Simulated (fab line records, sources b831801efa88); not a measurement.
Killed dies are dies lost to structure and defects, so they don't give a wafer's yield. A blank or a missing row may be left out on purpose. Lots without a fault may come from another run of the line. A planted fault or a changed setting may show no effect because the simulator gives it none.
Chamber matching | flow gf180mcu | GF_V4_ETCH_16 on rie_diel-03: 4 sister chambers
The step etches BARC in N2/H2. 8 wafers are shown with their chamber, then 11 later ones without.

WAFERS WITH THEIR CHAMBER
wafer  | chamber | drypump_motor_current_A (A) | oes_product_au (a.u.)
L083.5 | 0       | 6.1                         | 0.855
L086.4 | 3       | 5.5                         | 0.857
L086.5 | 0       | 6.0                         | 0.857
L086.6 | 3       | 5.5                         | 0.855
L090.2 | 2       | 4.6                         | 0.854
L090.4 | 1       | 5.4                         | 0.853
L090.5 | 2       | 4.6                         | 0.856
L091.3 | 1       | 5.4                         | 0.858

WAFERS WITHOUT THEIR CHAMBER
wafer  | drypump_motor_current_A (A) | oes_product_au (a.u.)
L091.4 | 5.4                         | 0.847
L091.6 | 6.1                         | 0.851
L093.4 | 6.1                         | 0.843
L093.5 | 6.0                         | 0.854
L093.6 | 5.5                         | 0.845
L094.1 | 5.5                         | 0.856
L094.2 | 4.6                         | 0.857
L094.5 | 5.5                         | 0.849
L097.1 | 5.5                         | 0.848
L097.5 | 5.4                         | 0.859
L097.6 | 6.1                         | 0.850

WHICH CHAMBER EACH WENT THROUGH
wafer  | from the rows above     | in truth
L091.4 | can't be placed: 1 or 3 | 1
L091.6 | 0                       | 0
L093.4 | 0                       | 0
L093.5 | 0                       | 0
L093.6 | can't be placed: 3 or 1 | 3
L094.1 | 3                       | 3
L094.2 | 2                       | 2
L094.5 | can't be placed: 3 or 1 | 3
L097.1 | can't be placed: 3 or 1 | 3
L097.5 | can't be placed: 1 or 3 | 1
L097.6 | 0                       | 0
Placed correctly: 6 of 11. Can't be placed from these rows: 5 (the true chamber is among the candidates in 5). Placed wrongly: 0.
How it was worked out, from the rows above alone: a wafer's distance from a chamber is the root of the sum, over the readings, of the square of ((its reading less the chamber's mean) divided by the reading's scatter). The wafer belongs to the nearest chamber; if the next one is less than 2 further off, it can't be placed. A chamber's mean is the mean of its shown wafers. The scatter: the root of (the sum of the squares of (reading less its chamber's mean) over the shown wafers, divided by (wafers less chambers)).
